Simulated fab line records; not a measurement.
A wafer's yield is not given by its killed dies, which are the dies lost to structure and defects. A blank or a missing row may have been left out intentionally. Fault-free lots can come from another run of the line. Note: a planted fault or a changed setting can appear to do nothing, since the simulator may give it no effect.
The same fault as seen by 2 desks || flow gf180mcu || every desk sees just its own numbers, and what lay behind them comes last

THE TOOL OWNER'S DESK: furnace-01
The tool's own readings at GF_DUAL_GATE_OXIDATION_15 (stabilise 600 s, purge 300 s, target thk 7.098 nm): means of the sampled wafers that have a number, for each lot that ran on this tool. Any lot whose mean is over 4 standard deviations away from the usual mean is out of limits and marked OUT; that distance is given in the brackets.
Columns: A = spikeTcBottomC at GF_DUAL_GATE_OXIDATION_15, usual 868.2 C; B = spikeTcCentreC at GF_DUAL_GATE_OXIDATION_15, usual 850.6 C; C = spikeTcLowerC at GF_DUAL_GATE_OXIDATION_15, usual 851.1 C; D = spikeTcTopC at GF_DUAL_GATE_OXIDATION_15, usual 863.9 C; E = spikeTcUpperC at GF_DUAL_GATE_OXIDATION_15, usual 850.1 C; F = tubeCenterTempC at GF_DUAL_GATE_OXIDATION_15, usual 849.99 C; G = tube_center_temp_C_max at GF_DUAL_GATE_OXIDATION_15, usual 852.2
{"lot": "L229", "first seen here": "day 10 22:14", "A": "886.2 (+16) OUT", "B": "869.5 (+13) OUT", "C": "868.4 (+12) OUT", "D": "882.0 (+10) OUT", "E": "867.7 (+18) OUT", "F": "867.21 (+99 or more) OUT", "G": "869.4 (+49) OUT"}
{"lot": "L231", "first seen here": "day 11 12:46", "A": "884.9 (+15) OUT", "B": "869.1 (+13) OUT", "C": "868.9 (+13) OUT", "D": "882.8 (+10) OUT", "E": "867.4 (+17) OUT", "F": "867.22 (+99 or more) OUT", "G": "869.3 (+49) OUT"}
{"lot": "L242", "first seen here": "day 15 05:50", "A": 868.8, "B": 852.3, "C": 850.6, "D": 864.8, "E": 849.6, "F": 849.93, "G": 852.3}
This desk finds L229, L231 out of limits, L229 being first, at day 10 22:14 (spikeTcBottomC at GF_DUAL_GATE_OXIDATION_15). L242 stayed within limits.

FROM THE METROLOGY DESK
What the gauges read for every lot (on any tool): the sampled wafers with a number, averaged. Any lot whose mean is over 4 standard deviations away from the usual mean is out of limits and marked OUT; that distance is given in the brackets.
Columns: A = DUAL_GATE_OXIDATION_00_THK at GF_DUAL_GATE_THK_MEAS_03, usual 10.71 nm; B = DUAL_GATE_OVL at GF_DUAL_GATE_OVL_MEAS_11, usual 0.6 nm
{"lot": "L220", "first seen here": "day 7 18:23", "A": 10.92, "B": 0.6}
{"lot": "L229", "first seen here": "day 10 00:02", "A": 10.56, "B": -0.2}
{"lot": "L231", "first seen here": "day 10 18:21", "A": 10.66, "B": -1.2}
{"lot": "L233", "first seen here": "day 11 06:32", "A": 10.54, "B": 1.5}
{"lot": "L235", "first seen here": "day 11 17:58", "A": 10.34, "B": -0.2}
{"lot": "L242", "first seen here": "day 14 08:08", "A": 10.64, "B": 1.9}
This desk's finding: nothing out of limits on any of the 6 lots.

BROUGHT TOGETHER
An alarm could have come from the tool owner's desk at day 10 22:14, on L229, L231.
The metrology desk saw nothing out of limits.
The metrology desk has L229, L231 on record, within its limits.
The lots listed all ran GF_DUAL_GATE_OXIDATION_15 on furnace-01.

WHAT WAS PUT IN BY THE SIMULATOR
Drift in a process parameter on furnace-01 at GF_DUAL_GATE_OXIDATION_15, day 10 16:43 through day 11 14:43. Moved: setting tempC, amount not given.
Lots struck among those shown: L229, L231.
Each desk's first reading out of limits, in hours after the fault started: the tool owner's desk, 6.
